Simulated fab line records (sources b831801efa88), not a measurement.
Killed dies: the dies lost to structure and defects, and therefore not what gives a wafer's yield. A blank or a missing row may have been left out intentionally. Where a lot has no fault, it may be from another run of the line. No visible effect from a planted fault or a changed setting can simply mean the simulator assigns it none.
A lot that was struck, set against a sound lot    flow sky130    17 steps out of a route of 708
Sound: these wafers, L258.3, L258.4, L258.5. Struck: wafer L250.4 (L250.2, L250.5, from the same lot, were not struck and are left out); the cause is given at the end.
Each step with rows lists, per side, the tool, then ch with its chambers, then its first start. Under that, the readings that differ: sound wafers    struck wafers    difference of the means    sigmas: that difference in standard deviations of wafers without a fault.
alike: a reading whose means differ by less than 2 such deviations, as well as words and numbers matching on both sides. not compared: withheld readings; readings where some wafer has no value; bounds like >300 that might hide an equal value; numbers whose values overlap and for which the record gives no deviation.
A row with sigmas, a row that says differs or no value, or rows on one side alone: a step with any of these is where the two part. Non-overlapping numbers with no deviation appear without sigmas and do not part them. Lack of a reading on every wafer of one side parts them only where that side has two or more wafers.

first, 3 steps without rows for these wafers: SKY_VIA1_EXPOSE_09 (exposes mask VIM, target cd 150 nm); SKY_VIA1_PEB_10; SKY_VIA1_DEVELOP_11 (develop time 60 s).
SKY_VIA1_CD_MEAS_12 targets a cd of 150 nm.
  struck on cd sem-01, day 34 14:49; sound on cd sem-02, day 37 04:01
  alike: cd nm
SKY_VIA1_OVL_MEAS_13:
  struck on overlay-01, day 34 14:56; sound on overlay-02, day 37 04:06
  alike: VIA1_OVL
SKY_VIA1_ETCH_14: etches BARC in N2/H2, stops on SiO2, time 45.9 s, target depth 60 nm.
  sound on rie diel-01 ch 1,2,3, day 37 04:08; struck on rie diel-02 ch 2, day 34 14:58
  alike: drypump motor current A, oes product au, rf fwd power W, throttle valve pct
  not compared: rf hours counter h
SKY_VIA1_ETCH_15: etches SiO2 in C4F8/O2/Ar, stops on TiN, target depth 351 nm, time 54 s.
  sound on rie diel-01 ch 1,2,3, day 37 04:10; struck on rie diel-02 ch 2, day 34 15:00
  alike: oes product au, rf fwd power W
  not compared: rf hours counter h
SKY_VIA1_STRIP_16: strips in O2/N2.
  sound on plasma asher-02 ch 0,1, day 37 04:15; struck on plasma asher-02 ch 1, day 34 15:02
  alike: drypump motor current A, o2 flow sccm, oes product au, strip time to endpoint s
  not compared: rf hours counter h
then, 3 steps without rows for these wafers: SKY_VIA1_STRIP_17 (strips in post etch residue remover, time 1200 s); SKY_VIA1_CLEAN_18 (cleans in IPA, time 180 s); SKY_VIA1_CLEAN_19 (cleans in O3/DIW).
SKY_VIA1_SPUTTER_20: material TiN, target thk 20 nm, time 80 s.
  struck on pvd sputter-02, day 34 15:40; sound on pvd sputter-01, day 37 04:49
  alike: throttle valve pct
SKY_VIA1_CVD_21: deposits W, target thk 270 nm, time 80.902 s.
  sound on cvd w-01 ch 0,1, day 37 04:55; struck on cvd w-02 ch 1, day 34 15:44
reading                             sound              struck  difference  sigmas
model.W_of_VIA1_CVD_21.thk nm (nm)  268.1 266.3 268.8  254.4   -13.3       
  alike: heater power w
SKY_VIA1_RS_MEAS_22: the measuring method here is four-point-probe.
  struck on film metro-03, day 34 15:50; sound on film metro-03, day 37 05:01
reading             sound              struck  difference  sigmas
VIA1_W_RS (ohm/sq)  0.431 0.433 0.429  0.454   +0.023      +7
SKY_VIA1_THK_MEAS_23: measures by xrf.
  struck on film metro-03, day 34 15:57; sound on film metro-03, day 37 05:07
reading          sound        struck  difference  sigmas
VIA1_W_THK (nm)  260 258 261  246     -14         -4
SKY_VIA1_CMP_24: polishes, stops on SiO2, t overpolish 15 s, target thk 0 nm.
  sound on cmp-02 ch 0,1,2, day 37 05:12; struck on cmp-02 ch 2, day 34 16:00
  alike: edge zone pressure frac, motor current A
SKY_PAD_OPEN_PROBE_99:
  rows exist in the record for the sound wafers here (prober-02, day 48 10:19), none for the struck ones

== WHERE THEY PART ==
Last at SKY_PAD_OPEN_PROBE_99 as far as this record goes, first at SKY_VIA1_RS_MEAS_22.

WHY: what had been put in by the simulator
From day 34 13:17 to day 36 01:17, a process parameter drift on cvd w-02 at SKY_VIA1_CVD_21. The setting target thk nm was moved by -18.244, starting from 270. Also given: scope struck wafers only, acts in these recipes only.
